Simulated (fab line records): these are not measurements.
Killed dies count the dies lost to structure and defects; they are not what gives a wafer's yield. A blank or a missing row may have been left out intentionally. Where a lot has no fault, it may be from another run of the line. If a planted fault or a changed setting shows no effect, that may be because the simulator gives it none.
Which tool did it? -- flow sky130 -- 13 lots, 39 wafers sampled, at 4 steps of a route of 708

## WHAT EACH GAUGE READ, for each wafer
SKY_POLY_CUT_CD_MEAS_08: target cd 270 nm. Usual: cdNm reads 269.8 nm (standard deviation 1.7).
lot,measured,on,cdNm (nm),flag
L317,day 24 09:17,cdSem-01,273.1 272.3 272.4,
L319,day 25 13:58,cdSem-01,266.7 266.0 266.0,
L318,day 25 15:37,cdSem-02,268.0 266.9 268.2,
L321,day 25 21:19,cdSem-01,270.3 270.4 270.2,
L320,day 25 22:01,cdSem-02,268.2 269.7 270.0,
L322,day 26 06:05,cdSem-01,267.8 268.3 269.4,
L323,day 26 06:26,cdSem-02,268.3 270.8 267.6,
L326,day 27 14:28,cdSem-01,269.1 267.4 268.3,
L327,day 27 22:58,cdSem-01,268.7 268.4 268.8,
L333,day 30 06:29,cdSem-01,270.5 269.5 270.3,
L335,day 30 19:01,cdSem-01,270.0 269.8 269.6,
L337,day 31 05:01,cdSem-01,270.1 269.0 269.1,
L336,day 31 05:44,cdSem-01,271.4 270.4 270.6,

SKY_SD_P_CD_MEAS_07: target cd 380 nm. Usual: cdNm reads 379.2 nm (standard deviation 2.6).
lot,measured,on,cdNm (nm),flag
L317,day 25 15:46,cdSem-01,381.0 378.9 380.0,
L319,day 26 19:22,cdSem-02,378.7 379.8 382.3,
L318,day 26 21:13,cdSem-02,378.0 381.1 378.9,
L321,day 27 02:41,cdSem-01,383.6 382.2 380.8,
L320,day 27 03:56,cdSem-02,377.4 377.5 378.0,
L322,day 27 11:56,cdSem-01,382.4 384.9 385.2,
L323,day 27 12:14,cdSem-01,378.0 375.5 377.9,
L326,day 28 19:32,cdSem-01,377.6 380.1 377.0,
L327,day 29 02:55,cdSem-02,381.1 380.4 380.6,
L333,day 31 10:08,cdSem-01,383.0 381.2 378.2,
L335,day 31 22:34,cdSem-02,379.0 378.5 381.3,
L337,day 32 08:15,cdSem-02,381.1 381.1 378.2,
L336,day 32 09:28,cdSem-01,380.4 380.9 375.0,

SKY_SD_N_CD_MEAS_07: target cd 380 nm. Usual: cdNm reads 380.2 nm (standard deviation 2.1).
lot,measured,on,cdNm (nm),flag
L317,day 28 01:52,cdSem-01,381.6 383.5 384.0,
L319,day 29 04:41,cdSem-01,380.7 381.6 381.7,
L318,day 29 05:48,cdSem-01,379.6 375.8 377.2,
L321,day 29 13:04,cdSem-01,383.7 381.3 382.7,
L320,day 29 13:35,cdSem-02,379.3 381.4 383.1,
L322,day 29 20:08,cdSem-02,378.1 379.4 379.7,
L323,day 29 20:49,cdSem-01,377.0 377.4 376.7,
L326,day 31 03:59,cdSem-02,380.9 380.1 381.0,
L327,day 31 11:01,cdSem-02,381.0 382.0 380.1,
L333,day 33 15:16,cdSem-02,381.5 381.1 382.2,
L335,day 34 03:59,cdSem-01,382.3 380.1 384.0,
L337,day 34 13:55,cdSem-02,379.1 381.9 381.7,
L336,day 34 14:56,cdSem-01,378.8 379.5 377.9,

## WHAT TOOL EACH LOT RAN ON (gives the tool, then ch and the chambers of the sampled wafers, and finally the start)
lot,SKY_RES_XHIGH_EXPOSE_04
L317,"ilineStepper-01 ch 0, day 26 06:10"
L319,"ilineStepper-01 ch 0, day 27 10:33"
L318,"ilineStepper-02 ch 0, day 27 12:11"
L321,"ilineStepper-01 ch 0, day 27 16:53"
L320,"ilineStepper-02 ch 0, day 27 18:49"
L322,"ilineStepper-02 ch 0, day 28 02:11"
L323,"ilineStepper-01 ch 0, day 28 02:55"
L326,"ilineStepper-01 ch 0, day 29 10:30"
L327,"ilineStepper-01 ch 0, day 29 17:20"
L333,"ilineStepper-02 ch 0, day 32 00:07"
L335,"ilineStepper-01 ch 0, day 32 11:46"
L337,"ilineStepper-02 ch 0, day 32 21:33"
L336,"ilineStepper-02 ch 0, day 32 23:41"
- SKY_RES_XHIGH_EXPOSE_04: exposes mask URPM, target cd 1270 nm.

## AS READ BY THE TOOLS THEMSELVES (means over the sampled wafers that have a number; for cases with no such wafer, the mark the record gives instead)
The record holds no such reading with a usual standard deviation.

## THE ANSWER, worked out from the rows above alone
Rule: lot off if the mean of its wafers having a number is beyond 3 standard deviations from the usual mean. Also off: a lot with no number at a reading for which 4 or more lots have one. All remaining lots with rows at the step are treated as sound. First the gauges in route order, then the tools' own readings, where a lot's mean is used as printed above. The first step at which some lot is off is used, and at that step the reading that is off furthest; a lot without a number counts as furthest.
No lot is off on any of the readings shown, so nothing can be concluded from this.

## WHAT THE SIMULATOR HAD INSERTED
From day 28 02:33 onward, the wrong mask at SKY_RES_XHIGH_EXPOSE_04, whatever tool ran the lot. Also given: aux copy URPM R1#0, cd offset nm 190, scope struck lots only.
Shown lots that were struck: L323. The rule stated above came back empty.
